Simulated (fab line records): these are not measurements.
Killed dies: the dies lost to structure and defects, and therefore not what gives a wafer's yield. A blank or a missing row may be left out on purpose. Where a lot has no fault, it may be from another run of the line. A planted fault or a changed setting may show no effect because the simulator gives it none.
Struck lot and sound lot, side by side / flow sky130 / 30 out of 708 route steps
Sound: wafers L732.4, L732.5, L732.6. Wafers L745.2, L745.3, L745.6 were the ones struck. The cause comes at the end.
At each step with rows: each side's tool, then ch and its chambers, then its first start. Under that, the readings that differ: sound wafers / struck wafers / difference of the means / sigmas: that difference in standard deviations of wafers without a fault.
alike: readings whose means differ by less than 2 such deviations, and words and numbers that are the same on both sides. not compared: withheld readings, readings that some wafer has no value for, bounds like >300 that may hide the same value, and numbers for which the record gives no deviation and whose values overlap.
Wherever a step has rows on one side only, a row that says differs or no value, or a row with sigmas, the two part there. Non-overlapping numbers with no deviation appear without sigmas and do not part them. A reading missing from all wafers of one side parts the sides only when that side holds two or more wafers.

first, 6 steps without rows for these wafers: SKY_SONOS_ONO_HMDS_07 (prime time 60 s); SKY_SONOS_ONO_COAT_08 (resist thk 1140 nm); SKY_SONOS_ONO_SOFTBAKE_09 (time 60 s); SKY_SONOS_ONO_EXPOSE_10 (exposes mask ONOM, target cd 410 nm); SKY_SONOS_ONO_PEB_11; SKY_SONOS_ONO_DEVELOP_12 (develop time 60 s).
SKY_SONOS_ONO_CD_MEAS_13 targets a cd of 410 nm.
  struck on cd-sem-02, day 17 09:17; sound on cd-sem-02, day 13 01:23
  alike: cd-nm
SKY_SONOS_ONO_OVL_MEAS_14:
  struck on overlay-01, day 17 09:24; sound on overlay-02, day 13 01:28
  alike: SONOS_ONO_OVL
SKY_SONOS_ONO_ETCH_15: etches the open film in CHF3/O2, target depth 19.52 nm, time 7.8 s.
  sound on rie-diel-03 ch 0,1,2, day 13 01:29; struck on rie-diel-04 ch 0,1,3, day 17 09:26
  alike: drypump-motor-current-A, oes-product-au, throttle-valve-pct
  not compared: rf-hours-counter-h
then, 1 step without rows for these wafers: SKY_SONOS_ONO_WET_ETCH_16 (etches SiO2 in dHF, target depth 14 nm, time 280 s).
SKY_SONOS_ONO_STRIP_17: strips in O2/N2.
  sound on plasma-asher-01 ch 0,1, day 13 01:37; struck on plasma-asher-04 ch 0,1, day 17 09:37
  alike: drypump-motor-current-A, n2-flow-sccm, oes-product-au, strip-time-to-endpoint-s
  not compared: rf-hours-counter-h
then, 1 step without rows for these wafers: SKY_SONOS_ONO_WET_ETCH_18 (etches Si3N4 in H3PO4, target depth 15 nm, time 172 s).
SKY_GATE_OXIDE_CLEAN_00: cleans in SC1/SC2, time 150 s.
  sound on wet-bench-02 ch 1, day 13 01:44; struck on wet-bench-02 ch 2, day 17 09:47
reading=run-length-s (s); sound=177.6 177.6 177.6; struck=101.4 101.4 101.4; difference=-76.2; sigmas=-26
reading=model.SiO2_of_SONOS_ONO_CVD_04.thk-nm (nm); sound=5.102 5.108 5.128; struck=5.234 5.224 5.215; difference=+0.112; sigmas=
then, 1 step without rows for these wafers: SKY_GATE_OXIDE_OXIDATION_01 (stabilise 600 s, purge 300 s, target thk 10.268 nm).
SKY_GATE_OXIDE_THK_MEAS_02:
  struck on film-metro-03, day 17 11:45; sound on film-metro-04, day 13 03:35
  alike: GATE_OXIDE_OXIDATION_00_THK
then, 7 steps without rows for these wafers: SKY_GATE_OXIDE_DEHYDRATE_03 (time 60 s); SKY_GATE_OXIDE_HMDS_04 (prime time 60 s); SKY_GATE_OXIDE_COAT_05 (resist thk 1140 nm); SKY_GATE_OXIDE_SOFTBAKE_06 (time 60 s); SKY_GATE_OXIDE_EXPOSE_07 (exposes mask LVOM, target cd 600 nm); SKY_GATE_OXIDE_PEB_08; SKY_GATE_OXIDE_DEVELOP_09 (develop time 60 s).
SKY_GATE_OXIDE_OVL_MEAS_10:
  struck on overlay-02, day 18 17:03; sound on overlay-02, day 14 05:04
  alike: GATE_OXIDE_OVL
then, 2 steps without rows for these wafers: SKY_GATE_OXIDE_IMPLANT_11; SKY_GATE_OXIDE_WET_ETCH_12 (etches SiO2 in dHF, target depth 16.8 nm, time 336 s).
SKY_GATE_OXIDE_STRIP_13: strips in O2/N2.
  sound on plasma-asher-04 ch 0,1, day 14 05:22; struck on plasma-asher-03 ch 0, day 18 17:27
  alike: drypump-motor-current-A, n2-flow-sccm, oes-product-au, strip-time-to-endpoint-s
  not compared: rf-hours-counter-h
SKY_GATE_OXIDE_TW_MEAS_14:
  struck on film-metro-02, day 18 17:34; sound on film-metro-03, day 14 05:28
  alike: GATE_OXIDE_TW
SKY_GATE_OXIDE_CLEAN_15: cleans in SC1/SC2, time 150 s.
  sound on wet-bench-02 ch 2, day 14 05:30; struck on wet-bench-02 ch 1, day 18 17:37
reading=model.SiO2_of_SONOS_ONO_CVD_04.thk-nm (nm); sound=4.422 4.425 4.444; struck=4.555 4.547 4.536; difference=+0.116; sigmas=
  alike: run-length-s
then, 1 step without rows for these wafers: SKY_GATE_OXIDE_OXIDATION_16 (stabilise 600 s, purge 300 s, target thk 3.57 nm).
-- record jumps: 31 days separate the struck wafers' starts on either side; left off in module GATE_OXIDE, taken up again in module PAD_OPEN, whose first shown step is the route's number 708 --
SKY_PAD_OPEN_PROBE_99:
  struck on prober-01, day 49 07:55; sound on prober-02, day 46 03:20
  alike: killed_at_M0_to_M3, killed_at_M4_up, killed-at-contacts, killed-at-front-end, killed-at-other, killed-dies, killed-open, killed-short
  not compared: model.etest.cap-thick-oxide.gate-bv-v, model.etest.cap-ono.gate-log10-a-cm2, model.etest.cap-ono.tox-acc-nm, model.etest.sonos-programmed.vt-v, model.etest.sonos-erased.vt-v, model.etest.sonos-baked.vt-v

## WHERE THEY PART
At SKY_GATE_OXIDE_CLEAN_00 and nowhere else, as far as this record goes. Later steps at which nothing parts them and some readings are alike: SKY_GATE_OXIDE_THK_MEAS_02, SKY_GATE_OXIDE_OVL_MEAS_10, SKY_GATE_OXIDE_STRIP_13, SKY_GATE_OXIDE_TW_MEAS_14, SKY_GATE_OXIDE_CLEAN_15, SKY_PAD_OPEN_PROBE_99.

WHY: the cause the simulator had injected
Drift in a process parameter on wet-bench-02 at SKY_GATE_OXIDE_CLEAN_00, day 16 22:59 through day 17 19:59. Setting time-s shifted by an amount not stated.
